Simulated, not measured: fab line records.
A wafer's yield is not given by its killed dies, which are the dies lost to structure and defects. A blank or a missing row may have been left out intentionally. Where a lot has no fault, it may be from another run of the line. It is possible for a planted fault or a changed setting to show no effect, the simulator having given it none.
fab line records	flow sky130
record lots=24	wafers=72	last-day=50
route steps=708 shown POLY_GATE@235 CONTACT@421 VIA3@586 CAP2M@606 VIA4@650
lots that met no fault: from a run of the same line without faults
start-h: hours from the record's opening day to when the first of the lot's shown wafers began	wait-h: hours since the lot's step before	" unchanged from the row above	L1.1+2: one row covering several wafers at once	- no value present, or no start provided	* or withheld: withheld	< > ~ a bound
route shown NAME@n: NAME is a module with steps in the file, n the number in the route of the first one	usual: mean/standard deviation taken from wafers without a fault	same: alike in all rows	chamber/n: place in a boat	sites: each site's reading	_std_site: standard deviation of those values	_edge_site: outer sites' mean less inner sites'	radius-mm: how far each site lies from the wafer's centre	mask NAME#n: copy n	behind: the most recent tool/chamber to have shaped the wafer	hold: cause of the lot's hold/its duration in hours/its outcome	device: transistor that didn't switch, given as n, p or np	end of line: the tests these same wafers got at the end of their route	a step without rows: its recipe alone	killed: at the first sort, the dies lost to defects and structure; wafer yield is something else	map: shows each die of a wafer: x if killed, . if not, _ if none is there
set.NAME: the setting that was run; set.NAME@STEP: the one run at that earlier step	model.NAME: the simulator's own value behind a step, which no gauge read
a sample of lots followed through the steps of the route, with each step as a table and each wafer as a row
services: when a tool's chamber went out of use (start-h, in hours from the record's first day, below 0 if earlier), for how many hours, and the reason
## steps
# step SKY_POLY_GATE_THK_MEAS_21
# recipe reads=SiO2_of_POLY_GATE_OXIDATION_20
# usual POLY_GATE_OXIDATION_THK=3.97/0.083
lot.wafer	tool	chamber	start-h	wait-h	POLY_GATE_OXIDATION_THK[nm]
L074.1	film-metro-03	-	375.79	0.0	3.95
L074.4	"	-	"	"	3.96
L074.6	"	-	"	"	3.94
L075.3	film-metro-04	-	386.08	0.0	4.03
L075.4	"	-	"	"	4.02
L075.5	"	-	"	"	4.07
L076.1	film-metro-03	-	391.11	0.0	4.08
L076.2	"	-	"	"	3.96
L076.6	"	-	"	"	4.00
L077.1	film-metro-02	-	401.63	0.0	3.85
L077.2	"	-	"	"	3.91
L077.4	"	-	"	"	3.90
L078.1	film-metro-02	-	411.79	0.0	4.12
L078.5	"	-	"	"	4.12
L078.6	"	-	"	"	4.03
L079.2	film-metro-04	-	415.32	0.0	4.05
L079.3	"	-	"	"	4.07
L079.4	"	-	"	"	4.02
L080.1	film-metro-03	-	424.07	0.0	4.15
L080.2	"	-	"	"	4.12
L080.5	"	-	"	"	4.08
L081.1	film-metro-04	-	433.86	0.0	3.89
L081.3	"	-	"	"	3.94
L081.4	"	-	"	"	3.88
L082.3	film-metro-04	-	450.22	0.0	3.81
L082.5	"	-	"	"	3.89
L082.6	"	-	"	"	3.92
L083.2	film-metro-02	-	452.82	0.0	4.07
L083.3	"	-	"	"	4.00
L083.4	"	-	"	"	4.02
L084.1	film-metro-02	-	462.14	0.0	4.00
L084.3	"	-	"	"	4.02
L084.4	"	-	"	"	4.00
L085.2	film-metro-04	-	471.69	0.0	3.92
L085.4	"	-	"	"	3.80
L085.5	"	-	"	"	3.80
L086.1	film-metro-02	-	481.73	0.0	4.03
L086.3	"	-	"	"	4.10
L086.4	"	-	"	"	4.05
L087.2	film-metro-02	-	489.14	0.0	3.92
L087.3	"	-	"	"	3.96
L087.5	"	-	"	"	3.96
L088.3	film-metro-04	-	497.55	0.0	3.98
L088.5	"	-	"	"	3.86
L088.6	"	-	"	"	3.89
L089.4	film-metro-04	-	507.95	0.0	3.91
L089.5	"	-	"	"	3.82
L089.6	"	-	"	"	3.94
L090.2	film-metro-04	-	514.24	0.0	3.88
L090.3	"	-	"	"	3.81
L090.5	"	-	"	"	3.88
L091.4	film-metro-03	-	527.45	0.0	3.85
L091.5	"	-	"	"	4.00
L091.6	"	-	"	"	3.85
L092.1	film-metro-04	-	536.76	0.0	4.04
L092.4	"	-	"	"	4.07
L092.6	"	-	"	"	4.10
L093.2	film-metro-03	-	540.51	0.0	3.95
L093.3	"	-	"	"	3.91
L093.5	"	-	"	"	4.10
L094.1	film-metro-04	-	549.42	0.0	3.98
L094.2	"	-	"	"	4.03
L094.5	"	-	"	"	4.00
L095.1	film-metro-04	-	556.17	0.0	3.97
L095.2	"	-	"	"	4.00
L095.5	"	-	"	"	4.00
L096.3	film-metro-02	-	562.39	0.0	4.14
L096.4	"	-	"	"	4.06
L096.5	"	-	"	"	4.04
L097.2	film-metro-03	-	565.83	0.0	4.00
L097.3	"	-	"	"	4.01
L097.4	"	-	"	"	3.94
# step SKY_CONTACT_OVL_MEAS_15
# usual CONTACT_OVL=3/7.5
lot.wafer	tool	chamber	start-h	wait-h	CONTACT_OVL[nm]
L074.1	overlay-01	-	739.25	0.1	-5
L074.4	"	-	"	"	-9
L074.6	"	-	"	"	-12
L075.3	overlay-02	-	749.06	0.1	14
L075.4	"	-	"	"	19
L075.5	"	-	"	"	16
L076.1	overlay-01	-	753.30	0.1	3
L076.2	"	-	"	"	5
L076.6	"	-	"	"	3
L077.1	overlay-01	-	764.28	0.1	0
L077.2	"	-	"	"	-3
L077.4	"	-	"	"	-7
L078.1	overlay-01	-	772.25	0.1	-13
L078.5	"	-	"	"	-6
L078.6	"	-	"	"	-1
L079.2	overlay-01	-	774.95	0.1	4
L079.3	"	-	"	"	3
L079.4	"	-	"	"	-3
L080.1	overlay-02	-	784.38	0.1	10
L080.2	"	-	"	"	10
L080.5	"	-	"	"	10
L081.1	overlay-01	-	792.79	0.1	-3
L081.3	"	-	"	"	-3
L081.4	"	-	"	"	0
L082.3	overlay-01	-	805.17	0.1	9
L082.5	"	-	"	"	17
L082.6	"	-	"	"	16
L083.2	overlay-02	-	811.21	0.1	-2
L083.3	"	-	"	"	8
L083.4	"	-	"	"	-3
L084.1	overlay-01	-	815.44	0.1	4
L084.3	"	-	"	"	-4
L084.4	"	-	"	"	1
L085.2	overlay-02	-	823.80	0.1	3
L085.4	"	-	"	"	6
L085.5	"	-	"	"	2
L086.1	overlay-01	-	831.34	0.1	0
L086.3	"	-	"	"	-1
L086.4	"	-	"	"	6
L087.2	overlay-01	-	838.05	0.1	14
L087.3	"	-	"	"	7
L087.5	"	-	"	"	11
L088.3	overlay-02	-	845.70	0.1	-5
L088.5	"	-	"	"	-3
L088.6	"	-	"	"	1
L089.4	overlay-02	-	854.75	0.1	9
L089.5	"	-	"	"	0
L089.6	"	-	"	"	8
L090.2	overlay-01	-	860.31	0.1	6
L090.3	"	-	"	"	18
L090.5	"	-	"	"	16
L091.4	overlay-02	-	870.55	0.1	19
L091.5	"	-	"	"	18
L091.6	"	-	"	"	9
L092.1	overlay-01	-	876.80	0.1	1
L092.4	"	-	"	"	7
L092.6	"	-	"	"	5
L093.2	overlay-01	-	881.59	0.1	7
L093.3	"	-	"	"	2
L093.5	"	-	"	"	-1
L094.1	overlay-01	-	889.44	0.1	-2
L094.2	"	-	"	"	-1
L094.5	"	-	"	"	2
L095.1	overlay-01	-	895.34	0.1	3
L095.2	"	-	"	"	-13
L095.5	"	-	"	"	-6
L096.3	overlay-02	-	901.57	0.1	-7
L096.4	"	-	"	"	-1
L096.5	"	-	"	"	-4
L097.2	overlay-01	-	916.61	0.1	8
L097.3	"	-	"	"	1
L097.4	"	-	"	"	4
# step SKY_VIA3_OVL_MEAS_13
# usual VIA3_OVL=-1/5.6
lot.wafer	tool	chamber	start-h	wait-h	VIA3_OVL[nm]
L074.1	overlay-02	-	932.75	0.1	9
L074.4	"	-	"	"	-1
L074.6	"	-	"	"	2
L075.3	overlay-01	-	943.16	0.1	8
L075.4	"	-	"	"	3
L075.5	"	-	"	"	4
L076.1	overlay-01	-	946.10	0.1	-8
L076.2	"	-	"	"	-9
L076.6	"	-	"	"	8
L077.1	overlay-01	-	956.40	0.1	-3
L077.2	"	-	"	"	-13
L077.4	"	-	"	"	-3
L078.1	overlay-01	-	963.30	0.1	-3
L078.5	"	-	"	"	-1
L078.6	"	-	"	"	-3
L079.2	overlay-01	-	966.05	0.1	6
L079.3	"	-	"	"	3
L079.4	"	-	"	"	0
L080.1	overlay-01	-	975.20	0.1	-6
L080.2	"	-	"	"	3
L080.5	"	-	"	"	-4
L081.1	overlay-02	-	981.00	0.1	-3
L081.3	"	-	"	"	3
L081.4	"	-	"	"	3
L082.3	overlay-01	-	993.65	0.1	-3
L082.5	"	-	"	"	-3
L082.6	"	-	"	"	3
L083.2	overlay-01	-	998.59	0.1	3
L083.3	"	-	"	"	-2
L083.4	"	-	"	"	0
L084.1	overlay-01	-	1002.70	0.1	1
L084.3	"	-	"	"	3
L084.4	"	-	"	"	9
L085.2	overlay-01	-	1008.50	0.1	-2
L085.4	"	-	"	"	4
L085.5	"	-	"	"	6
L086.1	overlay-02	-	1015.39	0.1	3
L086.3	"	-	"	"	-4
L086.4	"	-	"	"	-4
L087.2	overlay-01	-	1023.05	0.1	-4
L087.3	"	-	"	"	1
L087.5	"	-	"	"	7
L088.3	overlay-01	-	1028.90	0.1	4
L088.5	"	-	"	"	5
L088.6	"	-	"	"	-2
L089.4	overlay-02	-	1037.80	0.1	-9
L089.5	"	-	"	"	2
L089.6	"	-	"	"	-9
L090.2	overlay-02	-	1041.40	0.1	2
L090.3	"	-	"	"	-1
L090.5	"	-	"	"	5
L091.4	overlay-02	-	1050.13	0.1	0
L091.5	"	-	"	"	12
L091.6	"	-	"	"	4
L092.1	overlay-02	-	1054.14	0.1	-2
L092.4	"	-	"	"	-6
L092.6	"	-	"	"	-15
L093.2	overlay-01	-	1059.36	0.1	0
L093.3	"	-	"	"	-4
L093.5	"	-	"	"	1
L094.1	overlay-01	-	1066.44	0.1	7
L094.2	"	-	"	"	4
L094.5	"	-	"	"	3
L095.1	overlay-01	-	1071.35	0.1	-5
L095.2	"	-	"	"	0
L095.5	"	-	"	"	5
L096.3	overlay-01	-	1076.06	0.1	-4
L096.4	"	-	"	"	-8
L096.5	"	-	"	"	-5
L097.2	overlay-02	-	1088.30	0.1	2
L097.3	"	-	"	"	-9
L097.4	"	-	"	"	-2
# step SKY_VIA3_STRIP_16
# recipe chemistry=O2/N2	power-w=1400	pressure-mtorr=1500	platen-temp-c=withheld	o2-flow-sccm=3000	n2-flow-sccm=300	overash-fraction=0.5
# usual drypump-motor-current-A=5.3/0.5	oes-product-au=0.402/0.0047	strip-time-to-endpoint-s=4.124/0.029
lot.wafer	tool	chamber	start-h	wait-h	drypump-motor-current-A	oes-product-au	rf-hours-counter-h	strip-time-to-endpoint-s
L074.1	plasma-asher-01	0	932.88	0.0	4.9	0.398	79	4.088
L074.4	"	0	"	"	4.9	0.400	-	4.173
L074.6	"	0	"	"	4.9	0.407	-	4.198
L075.3	plasma-asher-03	0	943.32	0.1	6.4	0.394	-	4.102
L075.4	"	1	"	"	4.9	0.406	-	4.114
L075.5	"	1	"	"	4.9	0.398	-	4.108
L076.1	plasma-asher-03	1	946.24	0.0	5.0	0.401	114	4.157
L076.2	"	0	"	"	6.5	0.405	114	4.134
L076.6	"	0	"	"	6.4	0.405	-	4.136
L077.1	plasma-asher-01	0	956.53	0.0	4.9	0.398	82	4.077
L077.2	"	1	"	"	5.5	0.415	82	4.155
L077.4	"	0	"	"	4.9	0.408	-	4.118
L078.1	plasma-asher-01	1	963.43	0.0	5.6	0.393	83	4.098
L078.5	"	1	"	"	5.6	0.400	-	4.128
L078.6	"	0	"	"	4.9	0.406	-	4.106
L079.2	plasma-asher-01	1	966.18	0.0	5.6	0.402	83	4.148
L079.3	"	1	"	"	5.6	0.396	-	4.098
L079.4	"	0	"	"	4.9	0.409	-	4.089
L080.1	plasma-asher-03	1	975.33	0.0	4.9	0.405	116	4.150
L080.2	"	0	"	"	6.5	0.396	116	4.081
L080.5	"	0	"	"	6.5	0.399	-	4.141
L081.1	plasma-asher-04	0	981.13	0.0	5.0	0.397	55	4.136
L081.3	"	1	"	"	5.4	0.403	-	4.071
L081.4	"	0	"	"	5.0	0.400	-	4.126
L082.3	plasma-asher-01	0	993.81	0.1	4.9	0.400	-	4.125
L082.5	"	1	"	"	5.6	0.400	-	4.129
L082.6	"	0	"	"	4.9	0.396	-	4.114
L083.2	plasma-asher-01	0	998.72	0.0	4.9	0.405	86	4.143
L083.3	"	0	"	"	4.9	0.404	-	4.141
L083.4	"	1	"	"	5.6	0.407	-	4.107
L084.1	plasma-asher-03	0	1002.83	0.0	6.5	0.400	118	4.110
L084.3	"	0	"	"	6.5	0.406	-	4.127
L084.4	"	1	"	"	4.9	0.407	-	4.131
L085.2	plasma-asher-04	1	1008.63	0.0	5.4	0.396	58	4.195
L085.4	"	1	"	"	5.5	0.405	-	4.112
L085.5	"	0	"	"	5.0	0.395	-	4.137
L086.1	plasma-asher-01	0	1015.52	0.0	4.9	0.406	88	4.070
L086.3	"	0	"	"	4.9	0.404	-	4.132
L086.4	"	1	"	"	5.6	0.404	-	4.145
L087.2	plasma-asher-04	0	1023.18	0.0	5.0	0.401	59	4.168
L087.3	"	1	"	"	5.4	0.406	-	4.170
L087.5	"	1	"	"	5.4	0.403	-	4.173
L088.3	plasma-asher-01	0	1029.06	0.1	4.9	0.402	-	4.154
L088.5	"	1	"	"	5.6	0.401	-	4.162
L088.6	"	0	"	"	4.9	0.391	-	4.085
L089.4	plasma-asher-01	1	1037.96	0.1	5.6	0.400	-	4.115
L089.5	"	1	"	"	5.6	0.402	-	4.109
L089.6	"	0	"	"	4.9	0.404	-	4.162
L090.2	plasma-asher-04	0	1041.53	0.0	5.0	0.405	61	4.081
L090.3	"	0	"	"	5.0	0.401	-	4.118
L090.5	"	0	"	"	5.0	0.401	-	4.129
L091.4	plasma-asher-04	0	1050.29	0.1	5.0	0.404	-	4.136
L091.5	"	1	"	"	5.4	0.395	-	4.095
L091.6	"	0	"	"	5.0	0.404	-	4.107
L092.1	plasma-asher-01	1	1054.27	0.0	5.6	0.401	92	4.156
L092.4	"	0	"	"	4.9	0.409	-	4.108
L092.6	"	0	"	"	4.9	0.404	-	4.130
L093.2	plasma-asher-04	0	1059.49	0.0	5.0	0.397	63	4.082
L093.3	"	0	"	"	5.0	0.397	-	4.150
L093.5	"	0	"	"	5.0	0.406	-	4.145
L094.1	plasma-asher-03	0	1066.57	0.0	6.4	0.402	0	4.147
L094.2	"	1	"	"	4.9	0.408	0	4.136
L094.5	"	1	"	"	4.9	0.407	-	4.134
L095.1	plasma-asher-03	1	1071.48	0.0	4.9	0.405	1	4.087
L095.2	"	0	"	"	6.5	0.405	1	4.134
L095.5	"	0	"	"	6.5	0.403	-	4.084
L096.3	plasma-asher-04	1	1076.22	0.1	5.4	0.407	-	4.133
L096.4	"	0	"	"	5.0	0.400	-	4.132
L096.5	"	0	"	"	5.0	0.414	-	4.160
L097.2	plasma-asher-04	0	1088.43	0.0	5.0	0.401	66	4.085
L097.3	"	0	"	"	5.0	0.403	-	4.115
L097.4	"	1	"	"	5.4	0.391	-	4.092
# step SKY_CAP2M_RS_MEAS_03
# recipe thk-meas-gauge=four-point-probe	reads=TiN_of_CAP2M_SPUTTER_02
# usual CAP2M_TIN_RS=6.96/0.061
lot.wafer	tool	chamber	start-h	wait-h	CAP2M_TIN_RS[ohm/sq]
L074.1	film-metro-03	-	934.50	0.1	6.84
L074.4	"	-	"	"	6.96
L074.6	"	-	"	"	6.87
L075.3	film-metro-03	-	944.93	0.1	6.98
L075.4	"	-	"	"	7.06
L075.5	"	-	"	"	7.01
L076.1	film-metro-01	-	947.84	0.1	6.93
L076.2	"	-	"	"	6.90
L076.6	"	-	"	"	6.96
L077.1	film-metro-04	-	958.14	0.1	6.95
L077.2	"	-	"	"	7.01
L077.4	"	-	"	"	6.94
L078.1	film-metro-03	-	965.06	0.1	6.94
L078.5	"	-	"	"	6.95
L078.6	"	-	"	"	6.85
L079.2	film-metro-01	-	967.87	0.1	6.91
L079.3	"	-	"	"	6.92
L079.4	"	-	"	"	6.90
L080.1	film-metro-03	-	976.95	0.1	6.79
L080.2	"	-	"	"	6.89
L080.5	"	-	"	"	6.84
L081.1	film-metro-04	-	982.73	0.1	7.01
L081.3	"	-	"	"	6.98
L081.4	"	-	"	"	7.00
L082.3	film-metro-03	-	995.41	0.1	7.04
L082.5	"	-	"	"	7.02
L082.6	"	-	"	"	7.07
L083.2	film-metro-04	-	1000.41	0.1	7.03
L083.3	"	-	"	"	6.93
L083.4	"	-	"	"	7.02
L084.1	film-metro-04	-	1004.47	0.1	6.96
L084.3	"	-	"	"	6.97
L084.4	"	-	"	"	6.98
L085.2	film-metro-03	-	1010.32	0.1	6.93
L085.4	"	-	"	"	6.93
L085.5	"	-	"	"	6.84
L086.1	film-metro-01	-	1017.17	0.1	6.91
L086.3	"	-	"	"	7.00
L086.4	"	-	"	"	7.07
L087.2	film-metro-01	-	1024.81	0.1	7.02
L087.3	"	-	"	"	6.96
L087.5	"	-	"	"	7.01
L088.3	film-metro-04	-	1031.07	0.1	6.94
L088.5	"	-	"	"	7.00
L088.6	"	-	"	"	6.98
L089.4	film-metro-04	-	1039.69	0.1	6.98
L089.5	"	-	"	"	7.05
L089.6	"	-	"	"	7.01
L090.2	film-metro-03	-	1043.16	0.1	6.88
L090.3	"	-	"	"	6.90
L090.5	"	-	"	"	6.86
L091.4	film-metro-01	-	1052.00	0.1	7.04
L091.5	"	-	"	"	6.94
L091.6	"	-	"	"	7.00
L092.1	film-metro-04	-	1055.89	0.1	6.97
L092.4	"	-	"	"	6.97
L092.6	"	-	"	"	6.93
L093.2	film-metro-03	-	1061.15	0.1	6.95
L093.3	"	-	"	"	6.97
L093.5	"	-	"	"	6.92
L094.1	film-metro-04	-	1068.21	0.1	6.89
L094.2	"	-	"	"	6.96
L094.5	"	-	"	"	6.95
L095.1	film-metro-03	-	1073.09	0.1	6.95
L095.2	"	-	"	"	6.98
L095.5	"	-	"	"	7.00
L096.3	film-metro-04	-	1077.87	0.1	7.01
L096.4	"	-	"	"	6.95
L096.5	"	-	"	"	7.02
L097.2	film-metro-01	-	1090.07	0.1	6.94
L097.3	"	-	"	"	6.90
L097.4	"	-	"	"	6.89
# step SKY_VIA4_OVL_MEAS_11
# usual VIA4_OVL=1.5/1.5
lot.wafer	tool	chamber	start-h	wait-h	VIA4_OVL[nm]
L074.1	overlay-01	-	1007.79	0.1	0.5
L074.4	"	-	"	"	2.0
L074.6	"	-	"	"	0.9
L075.3	overlay-01	-	1017.34	0.1	2.2
L075.4	"	-	"	"	2.4
L075.5	"	-	"	"	2.6
L076.1	overlay-02	-	1021.69	0.1	1.5
L076.2	"	-	"	"	1.4
L076.6	"	-	"	"	2.5
L077.1	overlay-02	-	1030.18	0.1	1.6
L077.2	"	-	"	"	2.5
L077.4	"	-	"	"	-0.8
L078.1	overlay-01	-	1037.04	0.1	2.0
L078.5	"	-	"	"	1.3
L078.6	"	-	"	"	3.1
L079.2	overlay-01	-	1040.19	0.1	1.6
L079.3	"	-	"	"	0.2
L079.4	"	-	"	"	-0.9
L080.1	overlay-02	-	1049.23	0.1	-0.6
L080.2	"	-	"	"	1.3
L080.5	"	-	"	"	0.0
L081.1	overlay-02	-	1052.99	0.1	2.7
L081.3	"	-	"	"	3.2
L081.4	"	-	"	"	3.5
L082.3	overlay-02	-	1063.85	0.1	0.6
L082.5	"	-	"	"	0.3
L082.6	"	-	"	"	-0.1
L083.2	overlay-01	-	1070.84	0.1	0.3
L083.3	"	-	"	"	2.2
L083.4	"	-	"	"	0.1
L084.1	overlay-02	-	1072.99	0.1	3.5
L084.3	"	-	"	"	3.0
L084.4	"	-	"	"	3.2
L085.2	overlay-01	-	1078.98	0.1	1.8
L085.4	"	-	"	"	1.3
L085.5	"	-	"	"	0.9
L086.1	overlay-02	-	1084.99	0.1	2.7
L086.3	"	-	"	"	2.7
L086.4	"	-	"	"	2.4
L087.2	overlay-02	-	1093.14	0.1	0.0
L087.3	"	-	"	"	-0.5
L087.5	"	-	"	"	0.8
L088.3	overlay-01	-	1097.49	0.1	3.6
L088.5	"	-	"	"	3.1
L088.6	"	-	"	"	2.5
L089.4	overlay-01	-	1103.94	0.1	1.1
L089.5	"	-	"	"	3.1
L089.6	"	-	"	"	1.6
L090.2	overlay-01	-	1108.23	0.1	2.9
L090.3	"	-	"	"	2.5
L090.5	"	-	"	"	3.9
L091.4	overlay-01	-	1116.10	0.1	2.7
L091.5	"	-	"	"	2.4
L091.6	"	-	"	"	1.1
L092.1	overlay-02	-	1119.63	0.1	2.7
L092.4	"	-	"	"	1.7
L092.6	"	-	"	"	1.8
L093.2	overlay-01	-	1123.79	0.1	3.0
L093.3	"	-	"	"	3.1
L093.5	"	-	"	"	3.4
L094.1	overlay-02	-	1131.39	0.1	2.4
L094.2	"	-	"	"	1.0
L094.5	"	-	"	"	0.1
L095.1	overlay-02	-	1136.89	0.1	-1.4
L095.2	"	-	"	"	-0.5
L095.5	"	-	"	"	-2.8
L096.3	overlay-02	-	1139.94	0.1	-0.3
L096.4	"	-	"	"	0.4
L096.5	"	-	"	"	0.0
L097.2	overlay-02	-	1149.69	0.1	2.7
L097.3	"	-	"	"	4.4
L097.4	"	-	"	"	3.0
## services
tool	chamber	start-h	hours	kind
plasma-asher-03	-	917.72	14.6	pm
plasma-asher-03	-	933.80	1.7	repair
plasma-asher-03	-	955.15	12.0	repair
plasma-asher-04	-	955.50	0.5	repair
plasma-asher-01	-	1004.00	0.5	repair
plasma-asher-03	-	1008.83	0.4	repair
plasma-asher-03	-	1055.25	9.0	pm
plasma-asher-03	0	1055.25	9.0	vent-cycle
plasma-asher-03	1	1055.25	9.0	vent-cycle
plasma-asher-03	0	1064.25	-	clean
plasma-asher-03	1	1064.25	-	clean
## key
fault none
